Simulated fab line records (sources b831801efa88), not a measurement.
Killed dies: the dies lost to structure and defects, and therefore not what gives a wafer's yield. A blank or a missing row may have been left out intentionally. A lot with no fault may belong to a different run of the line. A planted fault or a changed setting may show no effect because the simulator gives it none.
fab line records -- flow sky130
record: lots: 6, wafers: 18, lastDay: 50
route steps=708 shown METAL5@664
lots untouched by any fault: they come from a run of this same line in which no faults occurred
startH: hours from the record's first day to the start of the lot's first wafer shown -- waitH: time in hours since the lot's previous step -- " the same as in the row above -- L1.1+2: several wafers, shown together as one row -- - no value, or no start was given -- * or withheld: withheld -- < > ~ a bound
route shown NAME@n: NAME is a module with steps in the file, n the number in the route of the first one -- usual: mean and standard deviation over wafers with no fault -- same: alike in all rows -- chamber/n: place in a boat -- sites: the reading at each site -- _std_site: standard deviation of those values -- _edge_site: outer sites' mean less inner sites' -- radiusMm: how far each site lies from the wafer's centre -- mask NAME#n: copy n -- behind: the most recent tool/chamber to have shaped the wafer -- hold: what put the lot on hold/how long, in hours/how the hold closed -- device: the transistor (n, p or np) that didn't switch -- end of line: at the end of the route, the tests of the same wafers -- step lacking rows: just its recipe -- killed: not the wafer's yield, but the dies lost to structure and defects at the first sort -- map: the dies of a wafer, with x for killed, . for not killed, _ for no die there
set.NAME: the setting the step ran with; set.NAME@STEP: the setting that earlier step ran with -- model.NAME: the simulator's own value behind a step, which no gauge read
lots at some steps of the route; a table a step, a row a wafer
services: when a tool's chamber went out of use (startH, in hours from the record's first day, below 0 if earlier), for how many hours, and the reason
== steps ==
step: SKY_METAL5_SPUTTER_03
recipe: material: Ti, targetThkNm: 5, powerW: 3000, timeS: 3.3, chamberPressurePa: 0.4
usual: throttleValvePct: 30.5/1
lot.wafer,tool,chamber,startH,waitH,throttleValvePct
L970.1,pvdSputter-03,-,1047.33,0.0,31.6
L970.4,pvdSputter-03,-,1047.33,0.0,30.4
L970.6,pvdSputter-03,-,1047.33,0.0,30.8
L971.3,pvdSputter-01,-,1054.91,0.0,29.3
L971.4,pvdSputter-01,-,1054.91,0.0,30.7
L971.6,pvdSputter-01,-,1054.91,0.0,29.6
L977.1,pvdSputter-03,-,1090.58,0.0,30.4
L977.3,pvdSputter-03,-,1090.58,0.0,31.6
L977.5,pvdSputter-03,-,1090.58,0.0,29.3
L979.1,pvdSputter-04,-,1106.35,0.0,31.5
L979.2,pvdSputter-04,-,1106.35,0.0,30.9
L979.6,pvdSputter-04,-,1106.35,0.0,31.2
L982.1,pvdSputter-04,-,1132.01,0.0,31.0
L982.4,pvdSputter-04,-,1132.01,0.0,31.5
L982.6,pvdSputter-04,-,1132.01,0.0,31.6
L987.1,pvdSputter-04,-,1150.45,0.0,31.5
L987.5,pvdSputter-04,-,1150.45,0.0,31.3
L987.6,pvdSputter-04,-,1150.45,0.0,31.6
step: SKY_METAL5_SPUTTER_04
recipe: material: TiN, targetThkNm: 70, powerW: 6500, timeS: 58.3, chamberPressurePa: 0.4
usual: throttleValvePct: 30.5/1
lot.wafer,tool,chamber,startH,waitH,throttleValvePct
L970.1,pvdSputter-03,-,1047.35,0.0,31.7
L970.4,pvdSputter-03,-,1047.35,0.0,30.6
L970.6,pvdSputter-03,-,1047.35,0.0,30.8
L971.3,pvdSputter-01,-,1054.93,0.0,29.6
L971.4,pvdSputter-01,-,1054.93,0.0,30.9
L971.6,pvdSputter-01,-,1054.93,0.0,29.2
L977.1,pvdSputter-03,-,1090.60,0.0,30.5
L977.3,pvdSputter-03,-,1090.60,0.0,31.5
L977.5,pvdSputter-03,-,1090.60,0.0,29.1
L979.1,pvdSputter-04,-,1106.37,0.0,31.4
L979.2,pvdSputter-04,-,1106.37,0.0,31.0
L979.6,pvdSputter-04,-,1106.37,0.0,31.4
L982.1,pvdSputter-04,-,1132.03,0.0,31.1
L982.4,pvdSputter-04,-,1132.03,0.0,31.6
L982.6,pvdSputter-04,-,1132.03,0.0,31.5
L987.1,pvdSputter-04,-,1150.47,0.0,31.6
L987.5,pvdSputter-04,-,1150.47,0.0,31.5
L987.6,pvdSputter-04,-,1150.47,0.0,31.5
step: SKY_METAL5_RS_MEAS_05
recipe: thkMeasGauge: four-point-probe, reads: TiN_of_METAL5_SPUTTER_04+Ti_of_METAL5_SPUTTER_03+AlCu_of_METAL5_SPUTTER_02+TiN_of_METAL5_SPUTTER_01+Ti_of_METAL5_SPUTTER_00
usual: METAL5_ALCU_RS: 0.02705/0.00029
lot.wafer,tool,chamber,startH,waitH,METAL5_ALCU_RS[ohm/sq]
L970.1,filmMetro-03,-,1047.40,0.0,0.02702
L970.4,filmMetro-03,-,1047.40,0.0,0.02697
L970.6,filmMetro-03,-,1047.40,0.0,0.02699
L971.3,filmMetro-03,-,1055.02,0.1,0.0268
L971.4,filmMetro-03,-,1055.02,0.1,0.0268
L971.6,filmMetro-03,-,1055.02,0.1,0.02656
L977.1,filmMetro-03,-,1090.65,0.0,0.02708
L977.3,filmMetro-03,-,1090.65,0.0,0.02711
L977.5,filmMetro-03,-,1090.65,0.0,0.02688
L979.1,filmMetro-03,-,1106.42,0.0,0.02743
L979.2,filmMetro-03,-,1106.42,0.0,0.02714
L979.6,filmMetro-03,-,1106.42,0.0,0.0272
L982.1,filmMetro-04,-,1132.08,0.0,0.0273
L982.4,filmMetro-04,-,1132.08,0.0,0.02761
L982.6,filmMetro-04,-,1132.08,0.0,0.02746
L987.1,filmMetro-03,-,1150.52,0.0,0.02731
L987.5,filmMetro-03,-,1150.52,0.0,0.02755
L987.6,filmMetro-03,-,1150.52,0.0,0.02781
step: SKY_METAL5_THK_MEAS_06
recipe: thkMeasGauge: xrf, reads: AlCu_of_METAL5_SPUTTER_02
usual: METAL5_ALCU_THK: 1141/13
lot.wafer,tool,chamber,startH,waitH,METAL5_ALCU_THK[nm]
L970.1,filmMetro-03,-,1047.52,0.1,1122
L970.4,filmMetro-03,-,1047.52,0.1,1132
L970.6,filmMetro-03,-,1047.52,0.1,1130
L971.3,filmMetro-03,-,1055.12,0.1,1147
L971.4,filmMetro-03,-,1055.12,0.1,1150
L971.6,filmMetro-03,-,1055.12,0.1,1148
L977.1,filmMetro-03,-,1090.77,0.1,1132
L977.3,filmMetro-03,-,1090.77,0.1,1141
L977.5,filmMetro-03,-,1090.77,0.1,1147
L979.1,filmMetro-03,-,1106.54,0.1,1127
L979.2,filmMetro-03,-,1106.54,0.1,1134
L979.6,filmMetro-03,-,1106.54,0.1,1128
L982.1,filmMetro-04,-,1132.20,0.1,1136
L982.4,filmMetro-04,-,1132.20,0.1,1120
L982.6,filmMetro-04,-,1132.20,0.1,1131
L987.1,filmMetro-03,-,1150.64,0.1,1131
L987.5,filmMetro-03,-,1150.64,0.1,1118
L987.6,filmMetro-03,-,1150.64,0.1,1115
step: SKY_METAL5_DEHYDRATE_07
recipe: tempC: 200, timeS: 60
step: SKY_METAL5_HMDS_08
recipe: primeTimeS: 60, primeTempC: 120
step: SKY_METAL5_COAT_09
recipe: resist: NOVOLAK, spinRpm: 3000, resistThkNm: 1800
step: SKY_METAL5_SOFTBAKE_10
recipe: tempC: 90, timeS: 60, resist: NOVOLAK
step: SKY_METAL5_EXPOSE_11
recipe: maskId: MM5, na: 0.6, sourceShape: conventional, sigmaOuter: 0.6, polarization: unpolarized, targetCdNm: 1600, doseMj: 190
step: SKY_METAL5_PEB_12
recipe: tempC: withheld, timeS: *, resist: NOVOLAK
step: SKY_METAL5_DEVELOP_13
recipe: resist: NOVOLAK, developer: TMAH, developTimeS: 60, devTempC: 23
step: SKY_METAL5_DESCUM_14
recipe: chemistry: O2, sourcePowerW: 150, biasPowerW: 0, pressureMtorr: 10, tempC: 40, timeS: 11
usual: drypumpMotorCurrentA: 5.8/0.37, heBacksideLeakSccm: 3.39/0.19, oesProductAu: 0.999/0.01
lot.wafer,tool,chamber,startH,waitH,drypumpMotorCurrentA,heBacksideLeakSccm,oesProductAu,rfHoursCounterH
L970.1,rieMetal-02,1,1069.15,0.1,5.8,3.13,1.005,15
L970.4,rieMetal-02,0,1069.15,0.1,5.6,3.43,1.002,-
L970.6,rieMetal-02,1,1069.15,0.1,5.8,3.06,1.006,-
L971.3,rieMetal-01,0,1075.41,0.1,6.4,3.52,1.004,-
L971.4,rieMetal-01,1,1075.41,0.1,5.3,3.52,1.007,-
L971.6,rieMetal-01,1,1075.41,0.1,5.3,3.54,1.012,-
L977.1,rieMetal-01,0,1111.15,0.1,6.4,3.48,1.004,21
L977.3,rieMetal-01,0,1111.15,0.1,6.4,3.29,0.992,-
L977.5,rieMetal-01,1,1111.15,0.1,5.2,3.57,1.000,-
L979.1,rieMetal-01,0,1126.02,0.1,6.3,3.42,0.997,22
L979.2,rieMetal-01,1,1126.02,0.1,5.2,3.71,0.998,22
L979.6,rieMetal-01,1,1126.02,0.1,5.3,3.60,1.012,-
L982.1,rieMetal-02,1,1150.82,0.1,5.7,3.14,0.987,20
L982.4,rieMetal-02,1,1150.82,0.1,5.7,3.03,0.996,-
L982.6,rieMetal-02,1,1150.82,0.1,5.7,3.13,1.011,-
L987.1,rieMetal-02,0,1167.67,0.1,5.6,2.97,0.999,18
L987.5,rieMetal-02,0,1167.67,0.1,5.6,3.07,0.998,-
L987.6,rieMetal-02,0,1167.67,0.1,5.6,3.30,1.003,-
step: SKY_METAL5_METAL_ETCH_15
recipe: targetDepthA: 12600, stopOn: SiO2, overEtchFrac: 0.2, timeS: 252, chemistry: Cl2/BCl3, resistSidewallDeg: 86, pressureMtorr: 10, icpW: 900, biasW: 48.5, Cl2_flow_sccm: 60, bcl3FlowSccm: 30
usual: bcl3FlowSccm: 30.02/0.094, biasW: 48.50/0.12, drypumpMotorCurrentA: 5.8/0.37, heBacksideLeakSccm: 3.36/0.23, oesProductAu: 0.894/0.005, throttleValvePct: 22.264/0.0088
lot.wafer,tool,chamber,startH,waitH,bcl3FlowSccm,biasW,drypumpMotorCurrentA,heBacksideLeakSccm,oesProductAu,rfHoursCounterH,throttleValvePct,model.NOVOLAK_of_METAL5_COAT_09.thkNm,model.SiO2_of_VIA4_HDPCVD_00.thkNm
L970.1,rieMetal-02,1,1069.18,0.0,-,-,-,-,-,-,-,1787,574.2
L970.4,rieMetal-02,0,1069.18,0.0,-,-,-,-,-,-,-,1793,574.1
L970.6,rieMetal-02,1,1069.18,0.0,-,-,-,-,-,-,-,1788,575.4
L971.3,rieMetal-01,0,1075.51,0.1,-,-,-,-,-,-,-,1789,573
L971.4,rieMetal-01,1,1075.51,0.1,-,-,-,-,-,-,-,1791,572.3
L971.6,rieMetal-01,1,1075.51,0.1,-,-,-,-,-,-,-,1786,572.8
L977.1,rieMetal-01,0,1111.18,0.0,30.16,48.52,6.4,3.41,0.899,21,22.253,1049,549.5
L977.3,rieMetal-01,0,1111.18,0.0,30.00,48.42,6.4,3.47,0.892,-,22.276,1039,548
L977.5,rieMetal-01,1,1111.18,0.0,30.12,48.39,5.3,3.50,0.893,-,22.248,1031,548
L979.1,rieMetal-01,0,1126.05,0.0,30.10,48.56,6.4,3.58,0.894,22,22.252,1041,548.4
L979.2,rieMetal-01,1,1126.05,0.0,29.87,48.54,5.3,3.67,0.898,22,22.264,1047,549.2
L979.6,rieMetal-01,1,1126.05,0.0,29.98,48.39,5.3,3.64,0.889,-,22.284,1040,548.7
L982.1,rieMetal-02,1,1150.86,0.0,29.93,48.52,5.7,3.06,0.899,20,22.263,1036,546.8
L982.4,rieMetal-02,1,1150.86,0.0,29.90,48.41,5.7,3.08,0.891,-,22.274,1023,547.8
L982.6,rieMetal-02,1,1150.86,0.0,29.92,48.37,5.8,3.14,0.899,-,22.276,1032,548.1
L987.1,rieMetal-02,0,1167.74,0.1,29.94,48.59,5.6,3.27,0.886,18,22.250,1033,547.5
L987.5,rieMetal-02,0,1167.74,0.1,29.98,48.44,5.6,3.35,0.904,-,22.261,1024,546.7
L987.6,rieMetal-02,0,1167.74,0.1,30.02,48.58,5.6,3.36,0.887,-,22.267,1029,547.1
step: SKY_METAL5_STRIP_16
recipe: chemistry: O2/N2, powerW: 1400, pressureMtorr: 1500, platenTempC: withheld, o2FlowSccm: 3000, n2FlowSccm: 300, overashFraction: 0.5
usual: drypumpMotorCurrentA: 5.8/0.52, n2FlowSccm: 300.0/0.83, oesProductAu: 0.711/0.0048, stripTimeToEndpointS: 13.10/0.13
lot.wafer,tool,chamber,startH,waitH,drypumpMotorCurrentA,n2FlowSccm,oesProductAu,rfHoursCounterH,stripTimeToEndpointS
L970.1,plasmaAsher-02,1,1069.42,0.2,6.3,300.4,0.714,69,21.51
L970.4,plasmaAsher-02,1,1069.42,0.2,6.3,299.5,0.716,-,21.55
L970.6,plasmaAsher-02,1,1069.42,0.2,6.3,299.8,0.712,-,21.50
L971.3,plasmaAsher-01,1,1075.70,0.1,5.4,300.4,0.717,-,21.51
L971.4,plasmaAsher-01,0,1075.70,0.1,6.1,299.8,0.717,-,21.53
L971.6,plasmaAsher-01,1,1075.70,0.1,5.4,298.9,0.723,-,21.48
L977.1,plasmaAsher-03,0,1111.42,0.2,5.0,298.9,0.707,4,13.25
L977.3,plasmaAsher-03,1,1111.42,0.2,5.8,300.8,0.707,-,13.12
L977.5,plasmaAsher-03,1,1111.42,0.2,5.8,302.5,0.712,-,13.02
L979.1,plasmaAsher-03,0,1126.29,0.2,5.0,300.3,0.704,6,13.15
L979.2,plasmaAsher-03,1,1126.29,0.2,5.8,299.1,0.714,6,13.22
L979.6,plasmaAsher-03,1,1126.29,0.2,5.9,300.3,0.711,-,13.11
L982.1,plasmaAsher-02,1,1151.09,0.2,6.3,300.8,0.709,77,13.09
L982.4,plasmaAsher-02,1,1151.09,0.2,6.3,300.3,0.712,-,12.94
L982.6,plasmaAsher-02,0,1151.09,0.2,6.4,299.3,0.717,-,13.04
L987.1,plasmaAsher-01,1,1168.21,0.4,5.4,299.7,0.713,44,13.06
L987.5,plasmaAsher-01,0,1168.21,0.4,6.1,299.3,0.716,-,12.95
L987.6,plasmaAsher-01,1,1168.21,0.4,5.4,299.6,0.714,-,13.00
step: SKY_METAL5_STRIP_17
recipe: chemistry: postEtchResidueRemover, timeS: 1200, tempC: 72.5
== services ==
tool,chamber,startH,hours,kind
plasmaAsher-02,-,1027.01,3.2,repair
plasmaAsher-01,-,1047.98,6.6,repair
plasmaAsher-03,-,1055.25,9.0,pm
plasmaAsher-03,0,1055.25,9.0,ventCycle
plasmaAsher-03,1,1055.25,9.0,ventCycle
plasmaAsher-03,0,1064.25,-,clean
plasmaAsher-03,1,1064.25,-,clean
rieMetal-02,-,1067.36,1.4,pm
pvdSputter-04,1,1083.67,-,consumableReplace:kit
pvdSputter-04,1,1083.67,18.0,scheduledDown
pvdSputter-04,1,1083.67,18.0,ventCycle
pvdSputter-03,2,1088.26,-,consumableReplace:kit
pvdSputter-03,2,1088.26,18.0,scheduledDown
pvdSputter-03,2,1088.26,18.0,ventCycle
pvdSputter-04,-,1093.40,7.3,repair
pvdSputter-03,-,1094.46,7.4,repair
pvdSputter-04,-,1109.67,2.6,repair
rieMetal-02,1,1114.84,7.6,repair
pvdSputter-01,0,1116.14,-,consumableReplace:kit
pvdSputter-04,-,1122.63,2.8,repair
pvdSputter-03,-,1123.37,2.0,repair
pvdSputter-04,-,1143.48,3.1,repair
pvdSputter-03,-,1150.26,2.9,repair
rieMetal-02,1,1162.61,5.7,repair
== key ==
firstSign: step: SKY_METAL5_METAL_ETCH_15, reading: toolRecord, direction: missing
effect: step: SKY_METAL5_STRIP_16, reading: stripTimeToEndpointS, direction: up, sigmas: 67, usual: *, struck: *
modelEffect: step: SKY_METAL5_METAL_ETCH_15, value: NOVOLAK_of_METAL5_COAT_09.thkNm, without: 1026, struck: 1789
metAt SKY_METAL5_METAL_ETCH_15
struckWafers L970.1,L970.4,L970.6,L971.3,L971.4,L971.6
laterRowsLeftOut L970.1,L970.4,L970.6,L971.3,L971.4,L971.6
sortLeftOut L970.1,L970.4,L970.6,L971.3,L971.4,L971.6
fault: kind: skippedStepWhole, tool: rieMetal-01,rieMetal-02, chamber: -, onsetH: 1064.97, steps: SKY_METAL5_METAL_ETCH_15, scope: struckLotsOnly
sortLeftOut: the simulated sort isn't trusted on such a fault, so these wafers' sort isn't shown, and their yield isn't known
laterRowsLeftOut: the simulator's readings of these wafers behind a module that went badly wrong aren't trusted and aren't shown, but for the sort
